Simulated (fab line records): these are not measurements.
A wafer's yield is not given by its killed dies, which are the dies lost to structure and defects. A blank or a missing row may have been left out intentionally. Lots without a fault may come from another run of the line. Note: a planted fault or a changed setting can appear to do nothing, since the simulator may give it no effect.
fab line records	flow sky130
[record] lots = 13	wafers = 39	last_day = 50
route steps=708 shown POLY_CUT@317 SD_N@348 PAD_OPEN@708
lots untouched by any fault: they come from a run of this same line in which no faults occurred
start_h: start of the lot's first displayed wafer, in hours after the record's first day	wait_h: hours elapsed since this lot's preceding step	" identical to the entry in the row above	L1.1+2: several wafers, shown together as one row	- no value, or no start was given	* or withheld: withheld	< > ~ a bound
route shown NAME@n: a module of which the file shows steps, and the number in the route of the first	usual: the fault-free wafers' mean and standard deviation	same: alike in all rows	chamber/n: place in a boat	sites: the reading at each site	_std_site: standard deviation across them	_edge_site: inner sites' mean taken away from outer sites' mean	radius_mm: for every site, how far away it sits from the centre of the wafer	mask NAME#n: copy n	behind: tool/chamber where the wafer was last shaped	hold: reason for holding the lot/hours on hold/outcome of the hold	device: which transistor (n, p or np) failed to switch	end of line: the same wafers' tests at the end of the route	a step with no rows: only its recipe	killed: at the first sort, the dies lost to defects and structure; wafer yield is something else	map: the dies of a wafer, with x for killed, . for not killed, _ for no die there
set.NAME: the setting that was run; set.NAME@STEP: the one run at that earlier step	model.NAME: the simulator's own value behind a step, which no gauge read
a sample of lots followed through the steps of the route, with each step as a table and each wafer as a row
services: from which hour (start_h, from the record's first day; less than 0 if before it) a tool's chamber was out of use, for how many hours, and why
[[steps]]
[step SKY_POLY_CUT_ETCH_10]
[recipe] chemistry = N2/H2	target = BARC	ion_energy_ev = 200	source_w = 500	bias_w = 100	pressure_mtorr = 30	n2_flow_sccm = 100	h2_flow_sccm = 200	stop_on = SiO2	time_s = 45.9	target_depth_a = 600
[usual] drypump_motor_current_A = 6.0/0.37	oes_product_au = 0.856/0.0046	throttle_valve_pct = 13.224/0.0085
lot.wafer	tool	chamber	start_h	wait_h	drypump_motor_current_A	oes_product_au	rf_hours_counter_h	throttle_valve_pct
L931.2	rie_diel-02	0	554.17	0.0	5.6	0.850	8	13.231
L931.4	"	3	"	"	6.2	0.860	9	13.219
L931.5	"	3	"	"	6.2	0.851	-	13.206
L933.1	rie_diel-04	1	569.64	0.0	5.9	0.855	31	13.238
L933.3	"	0	"	"	6.5	0.860	9	13.230
L933.6	"	1	"	"	5.9	0.863	-	13.222
L934.1	rie_diel-01	2	581.15	0.0	6.2	0.853	3	13.224
L934.5	"	0	"	"	6.5	0.860	-	13.213
L934.6	"	3	"	"	5.5	0.851	-	13.220
L935.1	rie_diel-01	1	588.80	0.0	5.7	0.864	66	13.237
L935.3	"	0	"	"	6.4	0.858	0	13.225
L935.6	"	3	"	"	5.5	0.861	-	13.209
L936.3	rie_diel-01	3	593.00	0.0	5.4	0.853	2	13.223
L936.4	"	1	"	"	5.6	0.854	66	13.202
L936.6	"	3	"	"	5.5	0.852	-	13.233
L937.1	rie_diel-02	1	608.05	0.0	6.2	0.856	11	13.219
L937.3	"	2	"	"	5.6	0.853	7	13.217
L937.4	"	3	"	"	6.2	0.854	10	13.215
L938.2	rie_diel-01	2	621.30	0.0	6.3	0.851	4	13.225
L938.4	"	0	"	"	6.5	0.852	1	13.233
L938.6	"	0	"	"	6.5	0.852	-	13.211
L944.1	rie_diel-01	0	668.65	0.0	6.5	0.856	2	13.234
L944.2	"	2	"	"	6.2	0.852	5	13.223
L944.3	"	3	"	"	5.4	0.856	5	13.228
L946.1	rie_diel-02	2	691.75	0.0	5.6	0.849	9	13.219
L946.3	"	1	"	"	6.2	0.854	13	13.221
L946.5	"	2	"	"	5.6	0.854	-	13.233
L950.2	rie_diel-04	0	713.40	0.0	6.5	0.852	14	13.226
L950.5	"	3	"	"	5.9	0.848	-	13.235
L950.6	"	0	"	"	6.4	0.855	-	13.232
L951.1	rie_diel-01	0	720.70	0.0	6.5	0.857	3	13.215
L951.4	"	1	"	"	5.6	0.857	1	13.221
L951.6	"	2	"	"	6.2	0.852	-	13.215
L952.2	rie_diel-02	2	728.60	0.0	5.6	0.869	9	13.226
L952.3	"	0	"	"	5.6	0.861	10	13.225
L952.6	"	0	"	"	5.6	0.852	-	13.221
L953.2	rie_diel-04	1	736.95	0.0	5.9	0.852	36	13.223
L953.3	"	3	"	"	5.8	0.857	9	13.222
L953.6	"	0	"	"	6.5	0.852	-	13.221
[step SKY_SD_N_DEVELOP_06]
[recipe] resist = NOVOLAK	developer = TMAH	develop_time_s = 60	dev_temp_c = 23
lot.wafer	tool	chamber	start_h	wait_h
L931.2+4+5	litho_track-01	0	641.80	0.1
L933.1+3+6	litho_track-01	0	657.87	0.1
L934.1+5+6	litho_track-01	0	667.37	0.1
L935.1+3+6	litho_track-03	0	676.19	0.1
L936.3+4+6	litho_track-01	0	678.72	0.1
L937.1+3+4	litho_track-03	0	692.69	0.1
L938.2+4+6	litho_track-03	0	705.76	0.1
L944.1+2+3	litho_track-01	0	751.12	0.1
L946.1+3+5	litho_track-03	0	772.64	0.1
L950.2+5+6	litho_track-01	0	794.35	0.1
L951.1+4+6	litho_track-01	0	799.87	0.1
L952.2+3+6	litho_track-01	0	809.90	0.1
L953.2+3+6	litho_track-02	0	816.11	0.1
[step SKY_SD_N_CD_MEAS_07]
[recipe] target_cd_nm = 380
[usual] cd_nm = 380/3.3
lot.wafer	tool	chamber	start_h	wait_h	cd_nm
L931.2	cd_sem-02	-	641.94	0.1	382
L931.4	"	-	"	"	381
L931.5	"	-	"	"	380
L933.1	cd_sem-01	-	658.02	0.1	376
L933.3	"	-	"	"	373
L933.6	"	-	"	"	375
L934.1	cd_sem-01	-	667.52	0.1	382
L934.5	"	-	"	"	382
L934.6	"	-	"	"	383
L935.1	cd_sem-01	-	676.41	0.2	382
L935.3	"	-	"	"	385
L935.6	"	-	"	"	380
L936.3	cd_sem-01	-	678.90	0.2	379
L936.4	"	-	"	"	378
L936.6	"	-	"	"	377
L937.1	cd_sem-01	-	692.84	0.1	382
L937.3	"	-	"	"	382
L937.4	"	-	"	"	382
L938.2	cd_sem-02	-	705.91	0.1	380
L938.4	"	-	"	"	379
L938.6	"	-	"	"	379
L944.1	cd_sem-01	-	751.27	0.1	380
L944.2	"	-	"	"	380
L944.3	"	-	"	"	377
L946.1	cd_sem-01	-	772.79	0.1	393
L946.3	"	-	"	"	394
L946.5	"	-	"	"	393
L950.2	cd_sem-01	-	794.49	0.1	382
L950.5	"	-	"	"	377
L950.6	"	-	"	"	381
L951.1	cd_sem-02	-	800.02	0.1	377
L951.4	"	-	"	"	378
L951.6	"	-	"	"	378
L952.2	cd_sem-01	-	810.04	0.1	381
L952.3	"	-	"	"	382
L952.6	"	-	"	"	381
L953.2	cd_sem-02	-	816.26	0.1	383
L953.3	"	-	"	"	383
L953.6	"	-	"	"	385
[step SKY_SD_N_TW_MEAS_12]
[usual] SD_N_TW = 3972/23
lot.wafer	tool	chamber	start_h	wait_h	SD_N_TW
L931.2	film_metro-01	-	642.54	0.1	3950
L931.4	"	-	"	"	3976
L931.5	"	-	"	"	3960
L933.1	film_metro-01	-	658.58	0.1	3943
L933.3	"	-	"	"	3947
L933.6	"	-	"	"	3952
L934.1	film_metro-01	-	668.08	0.1	3928
L934.5	"	-	"	"	3932
L934.6	"	-	"	"	3926
L935.1	film_metro-03	-	676.97	0.1	3973
L935.3	"	-	"	"	4002
L935.6	"	-	"	"	3997
L936.3	film_metro-03	-	679.44	0.1	3962
L936.4	"	-	"	"	3979
L936.6	"	-	"	"	3976
L937.1	film_metro-01	-	693.40	0.1	3969
L937.3	"	-	"	"	3968
L937.4	"	-	"	"	3971
L938.2	film_metro-04	-	706.46	0.1	3976
L938.4	"	-	"	"	3987
L938.6	"	-	"	"	3965
L944.1	film_metro-03	-	751.83	0.1	4000
L944.2	"	-	"	"	4000
L944.3	"	-	"	"	3983
L946.1	film_metro-03	-	773.35	0.1	3990
L946.3	"	-	"	"	3986
L946.5	"	-	"	"	3982
L950.2	film_metro-03	-	795.04	0.1	3991
L950.5	"	-	"	"	3978
L950.6	"	-	"	"	3974
L951.1	film_metro-04	-	800.58	0.1	3965
L951.4	"	-	"	"	3967
L951.6	"	-	"	"	3958
L952.2	film_metro-01	-	810.59	0.1	3951
L952.3	"	-	"	"	3971
L952.6	"	-	"	"	3949
L953.2	film_metro-03	-	816.80	0.1	3981
L953.3	"	-	"	"	3966
L953.6	"	-	"	"	3986
[step SKY_SD_N_RTA_14]
[recipe] temp_c = 1075	time_s = 2	idle_temp_c = 650	ramp_up_c_per_s = 150	ramp_down_c_per_s = 90	ambient = N2
[usual] lamp_power_pct = 15.73/0.053	wafer_temp_C_max = 1078.2/1.3
lot.wafer	tool	chamber	start_h	wait_h	lamp_power_pct	wafer_temp_C_max
L931.2	rtp_anneal-01	0	642.66	0.0	15.74	1077.7
L931.4	"	0	"	"	15.71	1077.7
L931.5	"	0	"	"	15.76	1077.8
L933.1	rtp_anneal-01	0	658.69	0.0	15.85	1081.4
L933.3	"	0	"	"	15.68	1075.5
L933.6	"	0	"	"	15.67	1076.7
L934.1	rtp_anneal-02	0	668.19	0.0	15.74	1078.0
L934.5	"	0	"	"	15.77	1078.6
L934.6	"	0	"	"	15.71	1077.7
L935.1	rtp_anneal-01	0	677.08	0.0	15.70	1077.0
L935.3	"	0	"	"	15.75	1078.3
L935.6	"	0	"	"	15.67	1079.8
L936.3	rtp_anneal-02	0	679.54	0.0	15.71	1076.8
L936.4	"	0	"	"	15.74	1079.2
L936.6	"	0	"	"	15.66	1076.7
L937.1	rtp_anneal-01	0	693.51	0.0	15.69	1078.3
L937.3	"	0	"	"	15.73	1076.8
L937.4	"	0	"	"	15.74	1077.9
L938.2	rtp_anneal-02	0	706.56	0.0	15.77	1078.9
L938.4	"	0	"	"	15.67	1078.1
L938.6	"	0	"	"	15.74	1077.3
L944.1	rtp_anneal-02	0	751.94	0.0	15.75	1079.7
L944.2	"	0	"	"	15.67	1081.7
L944.3	"	0	"	"	15.82	1078.6
L946.1	rtp_anneal-02	0	773.46	0.0	15.74	1076.4
L946.3	"	0	"	"	15.72	1075.6
L946.5	"	0	"	"	15.68	1078.4
L950.2	rtp_anneal-02	0	795.21	0.0	15.80	1079.4
L950.5	"	0	"	"	15.72	1078.1
L950.6	"	0	"	"	15.74	1077.9
L951.1	rtp_anneal-01	0	800.69	0.0	15.73	1078.9
L951.4	"	0	"	"	15.63	1081.2
L951.6	"	0	"	"	15.75	1080.0
L952.2	rtp_anneal-02	0	810.70	0.0	15.75	1077.5
L952.3	"	0	"	"	15.76	1078.6
L952.6	"	0	"	"	15.74	1080.5
L953.2	rtp_anneal-01	0	816.91	0.0	15.78	1078.4
L953.3	"	0	"	"	15.76	1079.8
L953.6	"	0	"	"	15.81	1078.0
[step SKY_PAD_OPEN_PROBE_99]
[usual] killed_at_M0_to_M3 = 44/7.8	killed_at_M4_up = 3.1/1.7	killed_at_contacts = 25/5.1	killed_at_front_end = 15/4.4	killed_at_other = 0.5/0.68	killed_dies = 88/9.9	killed_open = 48/6.9	killed_short = 39/6.5
[same] gross_dies = 492	killed_at_back_side = 0
lot.wafer	tool	chamber	start_h	wait_h	killed_at_M0_to_M3	killed_at_M4_up	killed_at_contacts	killed_at_front_end	killed_at_other	killed_dies	killed_open	killed_short
L944.1	prober-01	-	1148.92	0.1	50	2	23	17	0	92	52	37
L944.2	prober-01	-	1148.97	0.1	50	5	35	23	0	113	65	48
L944.3	prober-01	-	1149.02	0.2	45	1	18	23	0	87	42	45
L953.2	prober-01	-	1191.75	0.1	42	2	19	16	0	79	40	38
L953.3	prober-01	-	1191.80	0.2	39	4	19	23	0	85	46	39
L953.6	prober-01	-	1191.95	0.2	35	5	26	9	0	75	40	34
// killed by level:class
L944.1 VIA1:geometric_particle:open=12 VIA3:geometric_particle:open=10 VIA2:geometric_particle:open=10 VIA1:geometric_particle:short=7 CONTACT:geometric_particle:open=6 FIELD_ISO:geometric_particle:short=5 LI_CONTACT:geometric_particle:short=5 METAL2:geometric_particle:short=5
L944.2 CONTACT:geometric_particle:open=15 VIA1:geometric_particle:open=12 VIA2:geometric_particle:open=9 CONTACT:geometric_particle:short=9 VIA1:geometric_particle:short=9 FIELD_ISO:geometric_particle:open=8 FIELD_ISO:geometric_particle:short=7 LI_CONTACT:geometric_particle:open=7
L944.3 VIA1:geometric_particle:open=12 METAL2:geometric_particle:short=8 LI_CONTACT:geometric_particle:open=7 METAL1:geometric_particle:short=7 VIA2:geometric_particle:open=7 FIELD_ISO:geometric_particle:short=6 POLY_GATE:geometric_particle:short=6 CONTACT:geometric_particle:open=6
L953.2 VIA1:geometric_particle:open=12 VIA3:geometric_particle:open=8 METAL1:geometric_particle:short=6 LOCAL_INTERCONNECT:geometric_particle:short=6 POLY_GATE:geometric_particle:short=5 LI_CONTACT:geometric_particle:open=5 CONTACT:geometric_particle:open=5 FIELD_ISO:geometric_particle:short=4
L953.3 CONTACT:geometric_particle:open=12 FIELD_ISO:geometric_particle:open=9 POLY_GATE:geometric_particle:short=6 METAL2:geometric_particle:short=6 METAL1:geometric_particle:short=6 VIA1:geometric_particle:open=6 FIELD_ISO:geometric_particle:short=5 LI_CONTACT:geometric_particle:open=4
L953.6 VIA1:geometric_particle:open=9 LI_CONTACT:geometric_particle:open=7 CONTACT:geometric_particle:open=7 LI_CONTACT:geometric_particle:short=6 VIA2:geometric_particle:open=6 CONTACT:geometric_particle:short=4 METAL3:geometric_particle:short=4 METAL4:geometric_particle:short=3
[[services]]
tool	chamber	start_h	hours	kind
rie_diel-01	0	548.73	-	clean
rie_diel-01	0	548.73	11.9	scheduled_down
rie_diel-01	0	548.73	11.9	vent_cycle
rie_diel-01	3	559.80	11.8	repair
rie_diel-01	0	564.58	15.0	repair
litho_track-01	-	569.89	-	consumable_replace:filter
rie_diel-04	1	636.73	11.3	repair
rie_diel-01	0	641.26	14.0	repair
rie_diel-01	1	655.24	-	clean
rie_diel-01	1	655.24	18.8	scheduled_down
rie_diel-01	1	655.24	18.8	vent_cycle
rie_diel-04	2	676.71	61.2	repair
rie_diel-01	0	683.98	3.8	repair
rie_diel-02	-	703.94	2.8	pm
rie_diel-02	2	707.04	12.0	repair
rie_diel-02	3	717.30	3.6	repair
rie_diel-02	2	734.78	2.3	repair
rie_diel-01	3	737.85	19.6	repair
rie_diel-01	1	743.27	9.7	repair
rie_diel-04	2	761.13	19.9	repair
rie_diel-01	2	763.40	16.6	repair
rie_diel-01	-	768.84	28.1	pm
rie_diel-01	-	796.94	2.8	pm
[[key]]
[first_sign] step = SKY_SD_N_CD_MEAS_07	reading = cd_nm	direction = up	sigmas = 4.1	usual = 380	struck = 394
effect none on later readings
met_at SKY_SD_N_DEVELOP_06
struck_lots L946
tester_left_out L946
not_acting_at SKY_POLY_CUT_ETCH_10,SKY_SD_N_TW_MEAS_12,SKY_SD_N_RTA_14
onset_between 705.76 772.64
[fault] kind = process_parameter_drift	tool = litho_track-03	chamber = -	onset_h = 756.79	steps = SKY_SD_N_DEVELOP_06	channel = develop_time_s	offset = *	shape = step	end_h = 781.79	acts_in = *	stated = *
// tester_left_out: of these lots the tester's yield and bins aren't shown, on N5 and GAA mostly nor the transistor test; their killed dies are dies lost to structure and defects alone, not to doping, threshold or leakage, so they don't give the yield
